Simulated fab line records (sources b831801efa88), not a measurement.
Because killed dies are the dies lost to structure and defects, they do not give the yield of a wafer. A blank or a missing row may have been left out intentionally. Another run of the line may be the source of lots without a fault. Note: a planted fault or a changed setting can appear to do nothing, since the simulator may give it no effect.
Matching of chambers    flow gf180mcu    GF_V2_ETCH_16 on rie-diel-02 has 4 sister chambers
The step etches BARC in N2/H2. 4 wafers are shown with their chamber, then 7 later ones without.

## WAFERS PAIRED WITH THEIR CHAMBERS
wafer   chamber  drypump-motor-current-A (A)
L831.6  2        5.7
L835.4  1        6.1
L848.2  0        5.4
L848.3  3        5.5

## WAFERS MISSING THEIR CHAMBER
wafer   drypump-motor-current-A (A)
L848.6  6.1
L849.3  5.5
L849.4  5.8
L849.5  5.5
L851.1  6.1
L851.3  5.4
L851.5  5.8

## WHICH CHAMBER EACH WENT THROUGH
wafer   from the rows above      in truth
L848.6  1                        1
L849.3  can't be placed: 3 or 0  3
L849.4  2                        2
L849.5  can't be placed: 3 or 0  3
L851.1  1                        1
L851.3  can't be placed: 0 or 3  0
L851.5  2                        2
Correctly placed: 4 of 7. Unplaceable from these rows: 3, with the true chamber sitting among the candidates in 3. Wrongly placed: 0.
How it was worked out, from the rows above alone: a wafer's distance from a chamber is the root of the sum, over the readings, of the square of ((its reading less the chamber's mean) divided by the reading's scatter). The wafer belongs to the nearest chamber; if the next one is less than 2 further off, it can't be placed. The mean given for a chamber averages the wafers shown for that chamber. The scatter (one wafer shown for each chamber): square how far every hidden wafer sits from the nearest shown wafer, average those squares and take the square root.
